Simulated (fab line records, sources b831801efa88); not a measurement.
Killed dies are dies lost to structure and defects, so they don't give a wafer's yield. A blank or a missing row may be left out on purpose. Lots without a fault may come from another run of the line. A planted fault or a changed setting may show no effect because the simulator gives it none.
fab line records | flow gf180mcu
record lots=5 wafers=15 last_day=33
route steps=602 shown MIM@521 M5@526 V5@540
lots that met no fault: from a run of the same line without faults
start_h: hours from the record's first day to the start of the lot's first wafer shown | wait_h: hours since the lot's step before | " the same as in the row above | L1.1+2: a row that stands for several wafers | - no value, or no start given | * or withheld: withheld | < > ~ a bound
route shown NAME@n: a module of which the file shows steps, and the number in the route of the first | usual: mean/standard deviation of fault-free wafers | same: alike in all rows | chamber/n: place in a boat | sites: the reading at each site | _std_site: their standard deviation | _edge_site: outer sites' mean less inner sites' | radius_mm: how far each site lies from the wafer's centre | mask NAME#n: copy n | behind: the tool/chamber that last shaped the wafer | hold: why the lot was held/for how many hours/how that ended | device: the transistor (n, p or np) that didn't switch | end of line: the same wafers' tests at the end of the route | a step without rows: its recipe alone | killed: dies lost to structure and defects at the first sort, not the wafer's yield | map: a wafer's dies, x killed, . not, _ none there
set.NAME: the setting as run; set.NAME@STEP: as run at that earlier step | model.NAME: the simulator's own value behind a step, which no gauge read
lots at some steps of the route; a table a step, a row a wafer
services: from which hour (start_h, from the record's first day; less than 0 if before it) a tool's chamber was out of use, for how many hours, and why
## steps
# step GF_MIM_DEVELOP_18
# recipe develop_time_s=60 dev_temp_c=23
# columns lot.wafer tool chamber start_h wait_h
L080.3+4+6 litho_track-02 0 640.78 0.1
L084.1+3+4 litho_track-02 0 667.68 0.1
L085.3+4+6 litho_track-02 0 674.53 0.1
L090.2+3+6 litho_track-02 0 704.00 0.1
L094.4+5+6 litho_track-02 0 730.35 0.1
# step GF_MIM_METAL_ETCH_19
# recipe chemistry=Cl2/BCl3 mask_material=NOVOLAK stop_on=Si3N4 target_depth_nm=324.5 pressure_mtorr=8 icp_w=800 bias_w=140 Cl2_flow_sccm=80 bcl3_flow_sccm=40 time_s=54.1
# usual chamber_pressure_mTorr=8.000/0.0065 drypump_motor_current_A=5.5/0.31 oes_product_au=0.939/0.0057 throttle_valve_pct=28.283/0.0096
# columns lot.wafer tool chamber start_h wait_h chamber_pressure_mTorr drypump_motor_current_A oes_product_au rf_hours_counter_h throttle_valve_pct
L080.3 rie_metal-02 0 640.90 0.1 8.003 5.7 0.932 - 28.278
L080.4 " 1 " " 7.998 5.4 0.930 - 28.281
L080.6 " 1 " " 7.998 5.4 0.936 - 28.277
L084.1 rie_metal-02 0 667.83 0.1 8.000 5.7 0.940 4 28.271
L084.3 " 0 " " 7.997 5.7 0.936 - 28.275
L084.4 " 0 " " 7.994 5.7 0.945 - 28.286
L085.3 rie_metal-02 1 674.65 0.1 8.003 5.4 0.939 - 28.289
L085.4 " 0 " " 8.009 5.6 0.944 - 28.277
L085.6 " 1 " " 7.991 5.4 0.938 - 28.283
L090.2 rie_metal-02 1 704.13 0.1 8.006 5.4 0.939 1 28.274
L090.3 " 1 " " 8.002 5.4 0.945 - 28.287
L090.6 " 0 " " 7.991 5.6 0.942 - 28.287
L094.4 rie_metal-04 1 730.45 0.1 7.994 5.8 0.947 - 28.281
L094.5 " 1 " " 8.005 5.8 0.940 - 28.289
L094.6 " 0 " " 8.006 5.3 0.941 - 28.268
# step GF_MIM_STRIP_20
# recipe chemistry=O2/N2 power_w=1400 pressure_mtorr=1500 platen_temp_c=250 o2_flow_sccm=3000 n2_flow_sccm=300 overash_fraction=0.5
# usual chamber_pressure_mTorr=1500/4.9 drypump_motor_current_A=5.9/0.36 heater_power_w=342/21 oes_product_au=0.691/0.0042 platen_temp_c=250.03/0.17 strip_time_to_endpoint_s=11.23/0.044
# columns lot.wafer tool chamber start_h wait_h chamber_pressure_mTorr drypump_motor_current_A heater_power_w oes_product_au platen_temp_c rf_hours_counter_h strip_time_to_endpoint_s
L080.3 plasma_asher-02 1 640.98 0.1 1502 5.4 381 0.692 250.11 - 11.22
L080.4 " 0 " " 1501 6.1 329 0.689 249.98 - 11.22
L080.6 " 1 " " 1497 5.4 374 0.688 250.56 - 11.23
L084.1 plasma_asher-02 1 667.97 0.1 1498 5.4 386 0.699 249.83 24 11.26
L084.3 " 1 " " 1502 5.4 384 0.688 249.96 - 11.27
L084.4 " 0 " " 1502 6.1 337 0.694 249.84 - 11.31
L085.3 plasma_asher-03 1 674.73 0.1 1501 6.6 330 0.680 249.74 - 11.20
L085.4 " 0 " " 1498 5.7 335 0.687 250.31 - 11.24
L085.6 " 1 " " 1499 6.5 334 0.691 250.26 - 11.16
L090.2 plasma_asher-01 0 704.20 0.0 1498 6.0 316 0.691 250.04 111 11.16
L090.3 " 1 " " 1557 6.0 334 0.687 250.30 - 11.19
L090.6 " 1 " " 1498 6.0 341 0.689 250.03 - 11.22
L094.4 plasma_asher-01 0 730.53 0.1 1500 6.0 326 0.693 250.10 - 11.26
L094.5 " 0 " " 1499 6.0 325 0.686 249.99 - 11.30
L094.6 " 1 " " 1501 6.0 347 0.690 249.98 - 11.22
# step GF_MIM_STRIP_21
# recipe chemistry=post_etch_residue_remover time_s=1200 temp_c=72.5
# columns lot.wafer tool chamber start_h wait_h
L080.3+4+6 wet_bench-01 3 641.05 0.0
L084.1+3+4 wet_bench-02 2 668.07 0.1
L085.3+4+6 wet_bench-02 2 674.80 0.0
L090.2+3+6 wet_bench-01 2 704.30 0.1
L094.4+5+6 wet_bench-01 2 730.60 0.0
# step GF_MIM_CLEAN_22
# recipe chemistry=DIW dry=n2_spin
# columns lot.wafer tool chamber start_h wait_h
L080.3+4+6 wet_bench-02 2 641.39 0.0
L084.1+3+4 wet_bench-01 0 668.41 0.0
L085.3+4+6 wet_bench-01 2 675.14 0.0
L090.2+3+6 wet_bench-03 1 704.64 0.0
L094.4+5+6 wet_bench-03 2 730.94 0.0
# step GF_M5_DEHYDRATE_00
# recipe temp_c=200 time_s=60
# columns lot.wafer tool chamber start_h wait_h
L080.3+4+6 litho_track-04 0 651.12 9.6
L084.1+3+4 litho_track-04 0 677.62 9.1
L085.3+4+6 litho_track-02 0 683.48 8.2
L090.2+3+6 litho_track-04 0 713.59 8.8
L094.4+5+6 litho_track-04 0 738.79 7.8
# step GF_M5_HMDS_01
# recipe prime_time_s=60 prime_temp_c=120
# columns lot.wafer tool chamber start_h wait_h
L080.3+4+6 litho_track-04 0 651.27 0.1
L084.1+3+4 litho_track-04 0 677.77 0.1
L085.3+4+6 litho_track-02 0 683.63 0.1
L090.2+3+6 litho_track-04 0 713.74 0.1
L094.4+5+6 litho_track-04 0 738.94 0.1
# step GF_M5_COAT_02
# recipe resist=KrF spin_rpm=withheld resist_thk_nm=1000
# usual dispense_pressure_kPa=47/3.7
# columns lot.wafer tool chamber start_h wait_h dispense_pressure_kPa
L080.3 litho_track-04 0 651.42 0.1 44
L080.4 " 0 " " 44
L080.6 " 0 " " 44
L084.1 litho_track-04 0 677.92 0.1 44
L084.3 " 0 " " 44
L084.4 " 0 " " 44
L085.3 litho_track-02 0 683.78 0.1 52
L085.4 " 0 " " 52
L085.6 " 0 " " 52
L090.2 litho_track-04 0 713.89 0.1 44
L090.3 " 0 " " 44
L090.6 " 0 " " 44
L094.4 litho_track-04 0 739.09 0.1 44
L094.5 " 0 " " 44
L094.6 " 0 " " 44
# step GF_M5_SOFTBAKE_03
# recipe temp_c=130 time_s=60 resist=KrF
# columns lot.wafer tool chamber start_h wait_h
L080.3+4+6 litho_track-04 0 651.57 0.1
L084.1+3+4 litho_track-04 0 678.07 0.1
L085.3+4+6 litho_track-02 0 683.93 0.1
L090.2+3+6 litho_track-04 0 714.04 0.1
L094.4+5+6 litho_track-04 0 739.24 0.1
# step GF_M5_EXPOSE_04
# recipe mask_id=Metal5 target_cd_nm=280 na=0.68 source_shape=conventional sigma_outer=0.6 dose_mj=28
# columns lot.wafer tool chamber start_h wait_h mask
L080.3+4+6 krf_scanner-02 0 - - Metal5#0
L084.1+3+4 krf_scanner-01 0 - - Metal5#0
L085.3+4+6 krf_scanner-02 0 - - Metal5#0
L090.2+3+6 krf_scanner-02 0 - - Metal5#0
L094.4+5+6 krf_scanner-01 0 - - Metal5#0
# step GF_M5_PEB_05
# recipe peb_temp_c=135 peb_time_s=90 resist=KrF
# columns lot.wafer tool chamber start_h wait_h
L080.3+4+6 litho_track-01 0 - -
L084.1+3+4 litho_track-02 0 - -
L085.3+4+6 litho_track-02 0 - -
L090.2+3+6 litho_track-02 0 - -
L094.4+5+6 litho_track-04 0 - -
# step GF_M5_DEVELOP_06
# recipe develop_time_s=60 dev_temp_c=21
# columns lot.wafer tool chamber start_h wait_h
L080.3+4+6 litho_track-01 0 660.84 0.1
L084.1+3+4 litho_track-02 0 687.03 0.2
L085.3+4+6 litho_track-02 0 693.18 0.1
L090.2+3+6 litho_track-02 0 722.90 0.2
L094.4+5+6 litho_track-04 0 747.89 0.1
# step GF_M5_CD_MEAS_07
# recipe target_cd_nm=280
# usual cd_nm=279.6/1.2
# columns lot.wafer tool chamber start_h wait_h cd_nm
L080.3 cd_sem-01 - 660.98 0.1 277.4
L080.4 " - " " 278.3
L080.6 " - " " 277.3
L084.1 cd_sem-02 - 687.18 0.1 280.8
L084.3 " - " " 280.1
L084.4 " - " " 279.9
L085.3 cd_sem-02 - 693.32 0.1 280.2
L085.4 " - " " 278.7
L085.6 " - " " 279.7
L090.2 cd_sem-02 - 723.05 0.1 279.7
L090.3 " - " " 279.4
L090.6 " - " " 280.5
L094.4 cd_sem-01 - 748.03 0.1 280.7
L094.5 " - " " 281.7
L094.6 " - " " 281.1
# step GF_M5_OVL_MEAS_08
# usual M5_OVL=1/6.1
# columns lot.wafer tool chamber start_h wait_h M5_OVL[nm]
L080.3 overlay-02 - 661.07 0.1 -6
L080.4 " - " " -16
L080.6 " - " " -18
L084.1 overlay-02 - 687.30 0.1 -4
L084.3 " - " " -1
L084.4 " - " " 1
L085.3 overlay-02 - 693.41 0.1 3
L085.4 " - " " 5
L085.6 " - " " 11
L090.2 overlay-01 - 723.16 0.1 -5
L090.3 " - " " 3
L090.6 " - " " -4
L094.4 overlay-01 - 748.10 0.1 6
L094.5 " - " " 3
L094.6 " - " " 7
# step GF_M5_ETCH_09
# recipe chemistry=CF4/O2 target=Si3N4 target_depth_nm=52 source_w=800 bias_w=150 pressure_mtorr=150 cf4_flow_sccm=80 O2_flow_sccm=10 time_s=11.6
# usual chamber_pressure_mTorr=150.00/0.15 drypump_motor_current_A=5.6/0.43 oes_product_au=1.000/0.0068 throttle_valve_pct=5.971/0.0094
# columns lot.wafer tool chamber start_h wait_h chamber_pressure_mTorr drypump_motor_current_A oes_product_au rf_hours_counter_h throttle_valve_pct
L080.3 rie_diel-01 2 661.09 0.0 149.88 5.8 1.002 9 5.960
L080.4 " 3 " " 150.32 5.9 0.991 2 5.970
L080.6 " 3 " " 150.12 5.9 0.996 - 5.956
L084.1 rie_diel-01 3 687.34 0.0 150.08 6.0 1.003 4 5.976
L084.3 " 1 " " 150.05 5.9 1.002 7 5.993
L084.4 " 1 " " 150.36 5.9 1.009 - 5.972
L085.3 rie_diel-04 0 693.44 0.0 150.07 6.3 1.006 13 5.964
L085.4 " 0 " " 150.21 6.3 0.992 - 5.964
L085.6 " 3 " " 149.71 4.8 1.000 - 5.954
L090.2 rie_diel-03 1 723.19 0.0 150.06 5.7 0.989 29 5.967
L090.3 " 2 " " 149.72 5.5 0.982 21 5.986
L090.6 " 1 " " 150.16 5.7 0.994 - 5.969
L094.4 rie_diel-01 2 748.12 0.0 150.01 5.8 1.006 13 5.969
L094.5 " 2 " " 150.02 5.8 0.995 - 5.969
L094.6 " 1 " " 149.90 5.9 1.004 - 5.965
# step GF_M5_METAL_ETCH_10
# recipe chemistry=Cl2/BCl3 mask_material=KrF target_depth_nm=750.8 stop_on=SiO2 pressure_mtorr=8 icp_w=800 bias_w=140 Cl2_flow_sccm=80 bcl3_flow_sccm=40 time_s=125.1
# usual chamber_pressure_mTorr=8.000/0.0072 drypump_motor_current_A=5.8/0.38 oes_product_au=0.989/0.0063 throttle_valve_pct=28.231/0.011
# columns lot.wafer tool chamber start_h wait_h chamber_pressure_mTorr drypump_motor_current_A oes_product_au rf_hours_counter_h throttle_valve_pct
L080.3 rie_metal-01 1 661.17 0.1 7.991 6.4 0.991 - 28.231
L080.4 " 0 " " 7.996 5.8 0.985 - 28.234
L080.6 " 1 " " 7.990 6.4 0.987 - 28.222
L084.1 rie_metal-02 0 687.36 0.0 8.010 5.7 1.003 5 28.249
L084.3 " 0 " " 7.996 5.7 0.988 - 28.224
L084.4 " 1 " " 7.988 5.4 0.995 - 28.220
L085.3 rie_metal-02 0 693.50 0.1 8.003 5.7 0.992 - 28.223
L085.4 " 1 " " 8.009 5.4 0.998 - 28.217
L085.6 " 0 " " 7.997 5.7 0.986 - 28.228
L090.2 rie_metal-01 0 723.21 0.0 8.011 5.8 0.978 15 28.230
L090.3 " 0 " " 8.012 5.8 0.995 - 28.225
L090.6 " 1 " " 7.995 6.4 0.991 - 28.236
L094.4 rie_metal-04 1 748.19 0.1 7.996 5.9 0.984 - 28.238
L094.5 " 0 " " 7.994 5.3 0.988 - 28.226
L094.6 " 1 " " 8.016 5.9 0.979 - 28.234
# step GF_M5_STRIP_11
# recipe chemistry=O2/N2 power_w=1400 pressure_mtorr=1500 platen_temp_c=250 o2_flow_sccm=3000 n2_flow_sccm=300 overash_fraction=0.5
# usual chamber_pressure_mTorr=1499.9/1.3 drypump_motor_current_A=5.8/0.32 heater_power_w=346/22 oes_product_au=0.524/0.0047 platen_temp_c=250.03/0.18 strip_time_to_endpoint_s=7.06/0.042
# columns lot.wafer tool chamber start_h wait_h chamber_pressure_mTorr drypump_motor_current_A heater_power_w oes_product_au platen_temp_c rf_hours_counter_h strip_time_to_endpoint_s
L080.3 plasma_asher-01 0 661.32 0.1 1500.1 6.0 319 0.530 250.19 - 7.02
L080.4 " 1 " " 1500.1 6.0 351 0.522 250.24 - 7.03
L080.6 " 1 " " 1500.8 6.0 344 0.529 250.16 - 7.07
L084.1 plasma_asher-01 1 687.49 0.1 1499.4 6.0 352 0.526 250.05 109 7.06
L084.3 " 0 " " 1500.1 6.0 320 0.529 250.29 - 7.03
L084.4 " 1 " " 1499.8 6.0 349 0.525 249.81 - 7.07
L085.3 plasma_asher-04 1 693.62 0.1 1499.2 5.3 319 0.518 250.18 - 7.02
L085.4 " 0 " " 1500.3 6.1 356 0.523 250.21 - 7.03
L085.6 " 1 " " 1499.7 5.3 330 0.522 250.24 - 7.06
L090.2 plasma_asher-01 0 723.34 0.1 1499.2 6.0 318 0.524 250.21 113 7.10
L090.3 " 1 " " 1501.9 5.9 340 0.526 250.10 - 7.08
L090.6 " 0 " " 1500.7 6.0 325 0.521 250.14 - 7.05
L094.4 plasma_asher-04 1 748.31 0.1 1500.7 5.3 332 0.528 249.84 - 7.11
L094.5 " 0 " " 1499.3 6.1 361 0.517 250.06 - 6.99
L094.6 " 1 " " 1500.0 5.3 322 0.525 249.89 - 7.10
# step GF_M5_STRIP_12
# recipe chemistry=post_etch_residue_remover time_s=1200 temp_c=72.5
# columns lot.wafer tool chamber start_h wait_h
L080.3+4+6 wet_bench-02 1 661.39 0.0
L084.1+3+4 wet_bench-02 1 687.59 0.1
L085.3+4+6 wet_bench-02 3 693.69 0.0
L090.2+3+6 wet_bench-02 3 723.44 0.1
L094.4+5+6 wet_bench-01 1 748.37 0.0
# step GF_M5_CLEAN_13
# recipe chemistry=DIW dry=n2_spin
# columns lot.wafer tool chamber start_h wait_h
L080.3+4+6 wet_bench-04 3 661.73 0.0
L084.1+3+4 wet_bench-04 3 687.93 0.0
L085.3+4+6 wet_bench-01 3 694.03 0.0
L090.2+3+6 wet_bench-04 3 723.81 0.0
L094.4+5+6 wet_bench-02 3 748.75 0.0
# step GF_V5_CVD_00
# recipe material=SiO2 target_thk_nm=300 sigma_open_frac=0.3 temp_c=400 time_s=50 sih4_flow_sccm=60 pressure_mtorr=6
# columns lot.wafer tool chamber start_h wait_h
L080.3+4+6 hdpcvd-01 2,0,2 661.83 0.0
L084.1+3+4 hdpcvd-01 2,1,2 688.02 0.0
L085.3+4+6 hdpcvd-01 2,1,0 694.13 0.0
L090.2+3+6 hdpcvd-01 1,0,0 723.90 0.0
L094.4+5+6 hdpcvd-01 1,0,2 748.86 0.0
# step GF_V5_THK_MEAS_01
# recipe reads=SiO2_of_V5_CVD_00
# usual V5_CVD_00_THK=301.0/2.4
# columns lot.wafer tool chamber start_h wait_h V5_CVD_00_THK[nm]
L080.3 film_metro-02 - 661.89 0.0 297.0
L080.4 " - " " 304.2
L080.6 " - " " 297.8
L084.1 film_metro-04 - 688.07 0.0 302.4
L084.3 " - " " 306.0
L084.4 " - " " 299.1
L085.3 film_metro-04 - 694.19 0.0 303.0
L085.4 " - " " 303.8
L085.6 " - " " 301.3
L090.2 film_metro-04 - 723.96 0.0 298.7
L090.3 " - " " 297.8
L090.6 " - " " 299.4
L094.4 film_metro-03 - 748.91 0.0 301.1
L094.5 " - " " 300.3
L094.6 " - " " 298.4
# step GF_V5_CVD_02
# recipe material=SiO2 target_thk_nm=1450 precursor=TEOS temp_c=400 time_s=163.28 rf_w=600
# usual heater_power_w=636/110
# columns lot.wafer tool chamber start_h wait_h heater_power_w
L080.3 pecvd-04 0 661.93 0.0 603
L080.4 " 0 " " 635
L080.6 " 2 " " 761
L084.1 pecvd-02 2 688.13 0.1 572
L084.3 " 0 " " 740
L084.4 " 0 " " 597
L085.3 pecvd-04 1 694.23 0.0 559
L085.4 " 0 " " 617
L085.6 " 1 " " 627
L090.2 pecvd-04 2 724.01 0.0 874
L090.3 " 0 " " 535
L090.6 " 1 " " 531
L094.4 pecvd-02 0 749.00 0.1 749
L094.5 " 2 " " 486
L094.6 " 1 " " 799
# step GF_V5_THK_MEAS_03
# recipe reads=SiO2_of_V5_CVD_02
# usual V5_CVD_02_THK=1445/18
# columns lot.wafer tool chamber start_h wait_h V5_CVD_02_THK[nm]
L080.3 film_metro-04 - 662.06 0.1 1420
L080.4 " - " " 1437
L080.6 " - " " 1429
L084.1 film_metro-03 - 688.23 0.1 1456
L084.3 " - " " 1433
L084.4 " - " " 1450
L085.3 film_metro-03 - 694.36 0.1 1443
L085.4 " - " " 1465
L085.6 " - " " 1466
L090.2 film_metro-03 - 724.12 0.1 1434
L090.3 " - " " 1438
L090.6 " - " " 1464
L094.4 film_metro-02 - 749.08 0.0 1442
L094.5 " - " " 1444
L094.6 " - " " 1433
# step GF_V5_CMP_04
# recipe material=SiO2 down_force_psi=4 platen_rpm=60 pad_velocity_m_s=0.94248
# usual motor_current_A=12.3/0.98 retaining_ring_pressure_frac=1.000/0.0054
# columns lot.wafer tool chamber start_h wait_h motor_current_A retaining_ring_pressure_frac
L080.3 cmp-02 1 662.10 0.0 12.9 0.996
L080.4 " 3 " " 10.5 1.001
L080.6 " 2 " " 13.2 0.995
L084.3 cmp-01 1 688.29 0.0 12.3 0.999
L084.4 " 2 " " 11.3 1.006
L084.1 " 0 " " 11.5 1.011
L085.3 cmp-01 2 694.40 0.0 11.9 1.005
L085.4 " 0 " " 10.9 1.001
L085.6 " 3 " " 14.0 0.995
L090.2 cmp-02 1 724.22 0.1 13.1 0.995
L090.3 " 3 " " 11.8 0.989
L090.6 " 1 " " 12.8 1.000
L094.4 cmp-01 2 749.21 0.1 11.4 0.999
L094.6 " 0 " " 11.4 0.994
L094.5 " 1 " " 12.1 0.997
# step GF_V5_BOW_MEAS_05
# recipe mode=bow
# usual V5_BOW=135/9.4
# columns lot.wafer tool chamber start_h wait_h V5_BOW[um]
L080.3 film_metro-04 - 662.44 0.3 122
L080.4 " - " " 129
L080.6 " - " " 130
L084.1 film_metro-03 - 688.59 0.1 136
L084.3 " - " " 142
L084.4 " - " " 142
L085.3 film_metro-03 - 694.74 0.3 139
L085.4 " - " " 144
L085.6 " - " " 136
L090.2 film_metro-02 - 724.49 0.2 118
L090.3 " - " " 113
L090.6 " - " " 131
L094.4 film_metro-02 - 749.47 0.2 128
L094.5 " - " " 141
L094.6 " - " " 128
# step GF_V5_DEHYDRATE_06
# recipe temp_c=200 time_s=60
# columns lot.wafer tool chamber start_h wait_h
L080.3+4+6 litho_track-04 0 671.62 9.2
L084.1+3+4 litho_track-03 0 697.62 9.0
L085.3+4+6 litho_track-02 0 703.13 8.4
L090.2+3+6 litho_track-02 0 732.60 8.1
L094.4+5+6 litho_track-04 0 757.19 7.7
# step GF_V5_HMDS_07
# recipe prime_time_s=60 prime_temp_c=120
# columns lot.wafer tool chamber start_h wait_h
L080.3+4+6 litho_track-04 0 671.77 0.1
L084.1+3+4 litho_track-03 0 697.77 0.1
L085.3+4+6 litho_track-02 0 703.28 0.1
L090.2+3+6 litho_track-02 0 732.75 0.1
L094.4+5+6 litho_track-04 0 757.34 0.1
# step GF_V5_COAT_08
# recipe resist=BARC temp_c=withheld time_s=withheld spin_rpm=withheld resist_thk_nm=withheld
# usual dispense_pressure_kPa=48/3.8
# columns lot.wafer tool chamber start_h wait_h dispense_pressure_kPa
L080.3 litho_track-04 0 671.92 0.1 44
L080.4 " 0 " " 44
L080.6 " 0 " " 44
L084.1 litho_track-03 0 697.92 0.1 46
L084.3 " 0 " " 46
L084.4 " 0 " " 46
L085.3 litho_track-02 0 703.43 0.1 52
L085.4 " 0 " " 52
L085.6 " 0 " " 52
L090.2 litho_track-02 0 732.90 0.1 52
L090.3 " 0 " " 52
L090.6 " 0 " " 52
L094.4 litho_track-04 0 757.49 0.1 44
L094.5 " 0 " " 44
L094.6 " 0 " " 44
# step GF_V5_COAT_09
# recipe resist=KrF spin_rpm=withheld resist_thk_nm=1000
# usual dispense_pressure_kPa=48/3.8
# columns lot.wafer tool chamber start_h wait_h dispense_pressure_kPa
L080.3 litho_track-04 0 - - 44
L080.4 " 0 " " 44
L080.6 " 0 " " 44
L084.1 litho_track-03 0 - - 46
L084.3 " 0 " " 46
L084.4 " 0 " " 46
L085.3 litho_track-02 0 - - 52
L085.4 " 0 " " 52
L085.6 " 0 " " 52
L090.2 litho_track-02 0 - - 52
L090.3 " 0 " " 52
L090.6 " 0 " " 52
L094.4 litho_track-04 0 - - 44
L094.5 " 0 " " 44
L094.6 " 0 " " 44
# step GF_V5_SOFTBAKE_10
# recipe temp_c=130 time_s=60 resist=KrF
# columns lot.wafer tool chamber start_h wait_h
L080.3+4+6 litho_track-04 0 - -
L084.1+3+4 litho_track-03 0 - -
L085.3+4+6 litho_track-02 0 - -
L090.2+3+6 litho_track-02 0 - -
L094.4+5+6 litho_track-04 0 - -
# step GF_V5_EXPOSE_11
# recipe mask_id=Via5 target_cd_nm=260 na=0.68 source_shape=conventional sigma_outer=0.6 dose_mj=38.91
# columns lot.wafer tool chamber start_h wait_h mask
L080.3+4+6 krf_scanner-02 0 - - Via5#0
L084.1+3+4 krf_scanner-02 0 - - Via5#0
L085.3+4+6 krf_scanner-02 0 - - Via5#0
L090.2+3+6 krf_scanner-01 0 - - Via5#0
L094.4+5+6 krf_scanner-01 0 - - Via5#0
# step GF_V5_PEB_12
# recipe peb_temp_c=135 peb_time_s=90 resist=KrF
# columns lot.wafer tool chamber start_h wait_h
L080.3+4+6 litho_track-04 0 - -
L084.1+3+4 litho_track-02 0 - -
L085.3+4+6 litho_track-04 0 - -
L090.2+3+6 litho_track-04 0 - -
L094.4+5+6 litho_track-03 0 - -
# step GF_V5_DEVELOP_13
# recipe develop_time_s=60 resist=KrF dev_temp_c=21
# columns lot.wafer tool chamber start_h wait_h
L080.3+4+6 litho_track-04 0 681.47 0.1
L084.1+3+4 litho_track-02 0 706.83 0.2
L085.3+4+6 litho_track-04 0 713.17 0.1
L090.2+3+6 litho_track-04 0 741.49 0.2
L094.4+5+6 litho_track-03 0 765.85 0.1
# step GF_V5_CD_MEAS_14
# recipe target_cd_nm=260
# usual cd_nm=260.1/1.1
# columns lot.wafer tool chamber start_h wait_h cd_nm
L080.3 cd_sem-02 - 681.61 0.1 261.6
L080.4 " - " " 262.0
L080.6 " - " " 260.3
L084.1 cd_sem-01 - 706.98 0.1 259.3
L084.3 " - " " 259.6
L084.4 " - " " 259.5
L085.3 cd_sem-01 - 713.31 0.1 258.8
L085.4 " - " " 259.7
L085.6 " - " " 259.9
L090.2 cd_sem-02 - 741.64 0.1 260.1
L090.3 " - " " 258.6
L090.6 " - " " 258.9
L094.4 cd_sem-02 - 765.98 0.1 258.6
L094.5 " - " " 258.9
L094.6 " - " " 258.4
# step GF_V5_OVL_MEAS_15
# usual V5_OVL=-1/5.9
# columns lot.wafer tool chamber start_h wait_h V5_OVL[nm]
L080.3 overlay-01 - 681.70 0.1 7
L080.4 " - " " 2
L080.6 " - " " 0
L084.1 overlay-02 - 707.10 0.1 0
L084.3 " - " " 10
L084.4 " - " " 9
L085.3 overlay-02 - 713.40 0.1 2
L085.4 " - " " 3
L085.6 " - " " 3
L090.2 overlay-02 - 741.74 0.1 -8
L090.3 " - " " 1
L090.6 " - " " -8
L094.4 overlay-02 - 766.06 0.1 4
L094.5 " - " " 1
L094.6 " - " " -4
# step GF_V5_ETCH_16
# recipe chemistry=N2/H2 target_depth_a=withheld overetch_a=withheld time_s=withheld target=BARC ion_energy_ev=200 source_w=500 bias_w=100 pressure_mtorr=30 n2_flow_sccm=100 h2_flow_sccm=200
# usual chamber_pressure_mTorr=29.997/0.029 drypump_motor_current_A=5.4/0.51 oes_product_au=0.854/0.0048 throttle_valve_pct=13.226/0.0095
# columns lot.wafer tool chamber start_h wait_h chamber_pressure_mTorr drypump_motor_current_A oes_product_au throttle_valve_pct
L080.3 rie_diel-01 1 681.72 0.0 29.980 5.9 0.854 13.241
L080.4 " 2 " " 30.001 5.8 0.848 13.232
L080.6 " 1 " " 30.027 5.9 0.853 13.239
L084.1 rie_diel-02 3 707.14 0.0 29.979 4.9 0.854 13.232
L084.3 " 2 " " 29.963 5.1 0.849 13.216
L084.4 " 1 " " 29.991 6.1 0.850 13.227
L085.3 rie_diel-04 2 713.42 0.0 29.978 4.9 0.853 13.235
L085.4 " 1 " " 30.001 5.5 0.846 13.242
L085.6 " 2 " " 30.010 4.9 0.856 13.228
L090.2 rie_diel-02 0 741.77 0.0 30.008 5.1 0.850 13.213
L090.3 " 1 " " 30.017 6.1 0.850 13.231
L090.6 " 0 " " 30.002 5.1 0.851 13.224
L094.4 rie_diel-02 2 766.08 0.0 29.962 5.1 0.846 13.222
L094.5 " 0 " " 29.949 5.1 0.855 13.219
L094.6 " 3 " " 30.069 4.9 0.858 13.227
# step GF_V5_ETCH_17
# recipe chemistry=C4F8/O2/Ar mask_material=KrF target=SiO2 stop_on=TiN source_w=1500 bias_w=1200 pressure_mtorr=40 c4f8_flow_sccm=withheld O2_flow_sccm=6 Ar_flow_sccm=300 time_s=withheld target_depth_a=8550
# usual chamber_pressure_mTorr=40.00/0.039 oes_product_au=0.860/0.0048
# columns lot.wafer tool chamber start_h wait_h chamber_pressure_mTorr oes_product_au
L080.3 rie_diel-01 1 - - 40.00 0.867
L080.4 " 2 " " 39.93 0.861
L080.6 " 1 " " 40.03 0.860
L084.1 rie_diel-02 3 - - 39.97 0.862
L084.3 " 2 " " 39.96 0.854
L084.4 " 1 " " 39.98 0.863
L085.3 rie_diel-04 2 - - 40.00 0.865
L085.4 " 1 " " 39.99 0.859
L085.6 " 2 " " 40.01 0.866
L090.2 rie_diel-02 0 - - 40.01 0.867
L090.3 " 1 " " 39.95 0.853
L090.6 " 0 " " 39.97 0.864
L094.4 rie_diel-02 2 - - 39.98 0.855
L094.5 " 0 " " 40.06 0.848
L094.6 " 3 " " 39.97 0.858
# step GF_V5_STRIP_18
# recipe chemistry=O2/N2 power_w=1400 pressure_mtorr=1500 platen_temp_c=250 o2_flow_sccm=3000 n2_flow_sccm=300 overash_fraction=0.5
# usual chamber_pressure_mTorr=1500.0/1.2 drypump_motor_current_A=5.8/0.41 heater_power_w=346/22 oes_product_au=0.567/0.0051 platen_temp_c=249.99/0.18
# columns lot.wafer tool chamber start_h wait_h chamber_pressure_mTorr drypump_motor_current_A heater_power_w oes_product_au platen_temp_c rf_hours_counter_h
L080.3 plasma_asher-02 0 681.91 - 1498.5 6.1 319 0.570 250.15 -
L080.4 " 1 " " 1499.6 5.4 377 0.568 249.71 -
L080.6 " 1 " " 1498.0 5.4 380 0.577 249.58 -
L084.1 plasma_asher-04 1 707.29 - 1500.7 5.3 328 0.575 249.67 60
L084.3 " 0 " " 1499.1 6.1 356 0.563 250.22 -
L084.4 " 1 " " 1501.1 5.3 335 0.574 250.02 -
L085.3 plasma_asher-04 0 713.61 - 1499.1 6.1 354 0.564 250.10 -
L085.4 " 1 " " 1498.6 5.3 323 0.563 250.13 -
L085.6 " 1 " " 1498.9 5.3 322 0.574 249.93 -
L090.2 plasma_asher-02 0 741.92 - 1500.0 6.1 332 0.567 250.15 32
L090.3 " 1 " " 1498.9 5.4 375 0.568 249.83 -
L090.6 " 0 " " 1500.1 6.1 334 0.567 250.10 -
L094.4 plasma_asher-04 0 766.26 - 1501.2 6.0 362 0.568 249.90 -
L094.5 " 0 " " 1497.3 6.0 365 0.576 249.85 -
L094.6 " 1 " " 1501.5 5.3 321 0.571 250.23 -
## services
# columns tool chamber start_h hours kind
cmp-02 - 618.27 7.1 pm
rie_metal-01 1 619.58 1.0 repair
rie_diel-02 2 620.72 4.5 repair
pecvd-04 0 625.49 6.0 repair
rie_metal-04 1 625.51 8.0 repair
krf_scanner-01 - 627.93 1.3 pm
krf_scanner-02 - 631.87 0.8 pm
rie_diel-02 3 633.03 8.1 repair
krf_scanner-01 - 661.25 0.8 pm
cmp-02 - 672.04 3.1 repair
rie_diel-04 3 676.88 8.2 repair
rie_diel-02 - 686.35 2.8 pm
krf_scanner-02 - 686.38 1.0 pm
rie_diel-04 3 688.88 2.5 repair
krf_scanner-01 - 705.12 1.0 pm
rie_diel-04 3 707.94 19.1 repair
rie_diel-04 0 717.41 31.2 repair
wet_bench-02 - 731.50 1.2 repair
plasma_asher-01 - 733.75 9.0 pm
plasma_asher-02 - 737.97 1.8 repair
cmp-01 - 738.97 2.2 repair
rie_diel-01 1 741.04 3.7 repair
cmp-01 - 744.00 4.0 pm
pecvd-04 - 746.71 1.3 repair
## key
fault none
